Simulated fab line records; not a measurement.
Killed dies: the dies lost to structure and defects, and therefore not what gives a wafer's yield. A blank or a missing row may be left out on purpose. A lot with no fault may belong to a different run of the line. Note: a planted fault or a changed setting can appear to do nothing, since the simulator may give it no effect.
2 desks looking at one fault || flow gf180mcu || each desk has only its own numbers; what lay behind them comes last

## DESK OF THE TOOL OWNER: iline-stepper-01
The tool's own readings at GF_TOP_METAL_EXPOSE_11 (exposes mask MetalTop, target cd 440 nm): means of the sampled wafers that have a number, for each lot that ran on this tool. Any lot whose mean is over 4 standard deviations away from the usual mean is out of limits and marked OUT; that distance is given in the brackets.
Columns: A = exposure-dose-mJ-cm2 at GF_TOP_METAL_EXPOSE_11, usual 168.07
{"lot": "L366", "first seen here": "day 27 14:37", "A": 168.34}
{"lot": "L367", "first seen here": "day 28 01:02", "A": 168.06}
{"lot": "L369", "first seen here": "day 28 15:21", "A": 168.13}
{"lot": "L374", "first seen here": "day 30 03:49", "A": "171.14 (+18) OUT"}
{"lot": "L376", "first seen here": "day 30 21:39", "A": "170.51 (+14) OUT"}
Finding of this desk: L374, L376 out of limits; the first was L374 at day 30 03:49, on exposure-dose-mJ-cm2 at GF_TOP_METAL_EXPOSE_11. Within limits: L366, L367, L369.

## AT THE METROLOGY DESK
What the gauges read for every lot (on any tool): the sampled wafers with a number, averaged. Any lot whose mean is over 4 standard deviations away from the usual mean is out of limits and marked OUT; that distance is given in the brackets.
Columns: A = MIM_CVD_05_THK at GF_MIM_THK_MEAS_06, usual 42.0 nm; B = V5_W_THK at GF_V5_THK_MEAS_25, usual 358 nm
{"lot": "L366", "first seen here": "day 24 09:46", "A": 42.2, "B": 355}
{"lot": "L367", "first seen here": "day 24 19:43", "A": 42.7, "B": 361}
{"lot": "L369", "first seen here": "day 25 12:16", "A": 41.9, "B": 358}
{"lot": "L374", "first seen here": "day 27 02:50", "A": 42.1, "B": 349}
{"lot": "L376", "first seen here": "day 27 23:09", "A": 41.2, "B": 362}
{"lot": "L378", "first seen here": "day 28 09:47", "A": 42.5, "B": 357}
{"lot": "L379", "first seen here": "day 28 13:32", "A": 42.2, "B": 360}
{"lot": "L380", "first seen here": "day 29 00:47", "A": 41.4, "B": 356}
{"lot": "L381", "first seen here": "day 29 06:04", "A": 42.0, "B": 362}
{"lot": "L382", "first seen here": "day 29 15:30", "A": 42.0, "B": 352}
{"lot": "L383", "first seen here": "day 29 20:03", "A": 42.8, "B": 361}
{"lot": "L388", "first seen here": "day 31 02:43", "A": 41.1, "B": 355}
{"lot": "L389", "first seen here": "day 31 16:23", "A": 41.6, "B": 365}
This desk found nothing out of limits on any of the 13 lots.

## ALL TOGETHER
An alarm could have come from the tool owner's desk at day 30 03:49, on L374, L376.
From the metrology desk's view, nothing was out of limits.
The metrology desk holds a record of L374, L376, inside its limits.
On iline-stepper-01, each named lot ran GF_TOP_METAL_EXPOSE_11.

## WHAT THE SIMULATOR HAD INSERTED
Process parameter drift: iline-stepper-01, from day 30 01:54 on, at GF_TOP_METAL_EXPOSE_11. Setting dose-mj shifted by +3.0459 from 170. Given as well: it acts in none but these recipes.
Struck lots among those shown: L374, L376.
Hours from the fault's start to each desk's first reading out of limits: the tool owner's desk, 2.
